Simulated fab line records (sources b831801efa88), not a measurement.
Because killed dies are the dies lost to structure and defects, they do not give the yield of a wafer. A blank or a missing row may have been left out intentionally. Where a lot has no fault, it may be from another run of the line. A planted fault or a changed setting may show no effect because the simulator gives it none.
A lot that was struck, set against a sound lot / flow sfq line / 15 steps out of a route of 325
Sound: these wafers, L223.2, L223.4, L223.5. Struck: wafer L232.3 (left out: L232.6, a lot-mate that was not struck); the cause follows at the end.
For every step that has rows: the tool of each side, followed by ch and its chambers, followed by its first start. Under that, the readings that differ: sound wafers / struck wafers / difference of the means / sigmas: that difference in standard deviations of wafers without a fault.
alike: readings with means less than 2 such deviations apart, plus words and numbers identical on both sides. not compared: withheld readings, readings lacking a value on some wafer, bounds such as >300 that could conceal the same value, and numbers that have no deviation in the record and whose values overlap.
Wherever a step has rows on one side only, a row that says differs or no value, or a row with sigmas, the two part there. Numbers that have no deviation but don't overlap get no sigmas and don't part them. Lack of a reading on every wafer of one side parts them only where that side has two or more wafers.

first, 1 step without rows for these wafers: SFQ_TRILAYER_M2_STRIP_SOLV_CLEAN_062 (cleans in NMP, time 600 s).
SFQ_TRILAYER_I2_DEP_PECVD_063: deposits SiO2 from SiH4/N2O, time 111.11 s, target thk 500 nm.
  sound on pecvd-02 ch 0,2, day 23 18:22; struck on pecvd-04 ch 0, day 26 12:55
reading=throttle valve pct (%); sound=26.0 25.8 25.8; struck=23.5; difference=-2.4; sigmas=-2
  alike: heater power w
SFQ_TRILAYER_I2_CMP_CMP_064: polishes SiO2.
  sound on cmp-02 ch 0,1,2, day 23 21:11; struck on cmp-01 ch 0, day 26 21:29
  alike: motor current A, retaining ring pressure frac, time to endpoint s
SFQ_I2_BOW_MEAS_917:
  sound on film metro-04, day 23 23:12; struck on film metro-04, day 26 23:01
  alike: I2_BOW
SFQ_TRILAYER_I2_METRO_MEASURE_065:
  sound on film metro-04, day 23 23:30; struck on film metro-04, day 26 23:30
  alike: thk nm
then, 6 steps without rows for these wafers: SFQ_TRILAYER_I2_VIA_LITHO_COAT_072 (resist thk 62 nm); SFQ_TRILAYER_I2_VIA_LITHO_COAT_067 (resist thk 650 nm); SFQ_TRILAYER_I2_VIA_LITHO_SOFTBAKE_071; SFQ_TRILAYER_I2_VIA_LITHO_EXPOSE_068 (exposes mask I2, target cd 500 nm); SFQ_TRILAYER_I2_VIA_LITHO_PEB_070 (peb time 60 s); SFQ_TRILAYER_I2_VIA_LITHO_DEVELOP_069 (time 60 s).
-- the record jumps here: 3 days lie between the struck wafers' starts before and after --
SFQ_I2_OVL_MEAS_918:
  sound on overlay-02, day 26 19:13; struck on overlay-02, day 30 06:26
reading=I2_OVL (nm); sound=6 1 2; struck=-21; difference=-24; sigmas=-4
SFQ_TRILAYER_I2_VIA_BARC_OPEN_VIA_ETCH_096: etches BARC in O2, target depth 125 nm, time 41.7 s.
  sound on rie diel-04 ch 1,2,3, day 26 19:15; struck on rie diel-01 ch 0, day 30 06:28
reading=drypump motor current A (A); sound=5.9 5.8 5.8; struck=4.8; difference=-1.0; sigmas=-3
reading=model.KrF_of_TRILAYER_I2_VIA_LITHO_COAT_067.thk nm (nm); sound=572 571.5 571.1; struck=550; difference=-22; sigmas=
  alike: bias w, oes product au
  not compared: rf hours counter h
SFQ_TRILAYER_I2_VIA_ETCH_VIA_ETCH_070: etches SiO2 in CHF3, stops on Nb, target depth 260 nm.
  sound on rie diel-04 ch 1,2,3, day 26 19:17; struck on rie diel-01 ch 0, day 30 06:31
reading=drypump motor current A (A); sound=5.9 5.8 5.8; struck=4.8; difference=-1.0; sigmas=-3
reading=model.KrF_of_TRILAYER_I2_VIA_LITHO_COAT_067.thk nm (nm); sound=527.2 526.2 525.9; struck=504.1; difference=-22.3; sigmas=
  alike: bias w, oes product au
SFQ_TRILAYER_I2_VIA_STRIP_STRIP_071: strips in O2.
  sound on rie metal-01 ch 1, day 26 19:24; struck on rie metal-02 ch 1, day 30 06:49
  alike: drypump motor current A, oes product au
  not compared: rf hours counter h

## WHERE THEY PART
Last at SFQ_TRILAYER_I2_VIA_ETCH_VIA_ETCH_070 as far as this record goes, first at SFQ_TRILAYER_I2_DEP_PECVD_063. Later steps at which nothing parts them and some readings are alike: SFQ_TRILAYER_I2_VIA_STRIP_STRIP_071.

WHY: what had been put in by the simulator
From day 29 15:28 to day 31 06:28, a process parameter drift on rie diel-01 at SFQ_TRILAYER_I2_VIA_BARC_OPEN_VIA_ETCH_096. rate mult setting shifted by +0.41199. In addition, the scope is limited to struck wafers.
